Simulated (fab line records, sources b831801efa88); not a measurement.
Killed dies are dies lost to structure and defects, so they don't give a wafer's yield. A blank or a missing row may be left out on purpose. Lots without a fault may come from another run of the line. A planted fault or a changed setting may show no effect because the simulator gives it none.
Chamber matching | flow sky130 | SKY_VIA1_ETCH_14 on rie_diel-03: 4 sister chambers
The step etches BARC in N2/H2, stops on SiO2, time 45.9 s, target depth 60 nm. 8 wafers are shown with their chamber, then 7 later ones without.

WAFERS WITH THEIR CHAMBER
wafer  | chamber | drypump_motor_current_A (A) | rf_fwd_power_W (W)
L077.4 | 0       | 5.7                         | 492.5
L077.6 | 0       | 5.6                         | 493.3
L081.3 | 3       | 6.0                         | 494.3
L083.1 | 1       | 6.1                         | 498.3
L083.2 | 3       | 6.0                         | 492.6
L083.4 | 2       | 5.4                         | 492.5
L084.1 | 2       | 5.5                         | 488.9
L084.2 | 1       | 6.0                         | 497.2

WAFERS WITHOUT THEIR CHAMBER
wafer  | drypump_motor_current_A (A) | rf_fwd_power_W (W)
L084.4 | 6.0                         | 496.2
L086.2 | 5.6                         | 493.8
L086.4 | 5.4                         | 492.9
L086.6 | 5.4                         | 490.6
L089.1 | 5.4                         | 492.4
L089.3 | 5.6                         | 493.4
L089.4 | 5.6                         | 492.0

WHICH CHAMBER EACH WENT THROUGH
wafer  | from the rows above     | in truth
L084.4 | can't be placed: 1 or 3 | 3
L086.2 | 0                       | 0
L086.4 | 2                       | 2
L086.6 | 2                       | 2
L089.1 | 2                       | 2
L089.3 | 0                       | 0
L089.4 | can't be placed: 0 or 2 | 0
Placed correctly: 5 of 7. Can't be placed from these rows: 2 (the true chamber is among the candidates in 2). Placed wrongly: 0.
How it was worked out, from the rows above alone: a wafer's distance from a chamber is the root of the sum, over the readings, of the square of ((its reading less the chamber's mean) divided by the reading's scatter). The wafer belongs to the nearest chamber; if the next one is less than 2 further off, it can't be placed. A chamber's mean is the mean of its shown wafers. The scatter: the root of (the sum of the squares of (reading less its chamber's mean) over the shown wafers, divided by (wafers less chambers)).
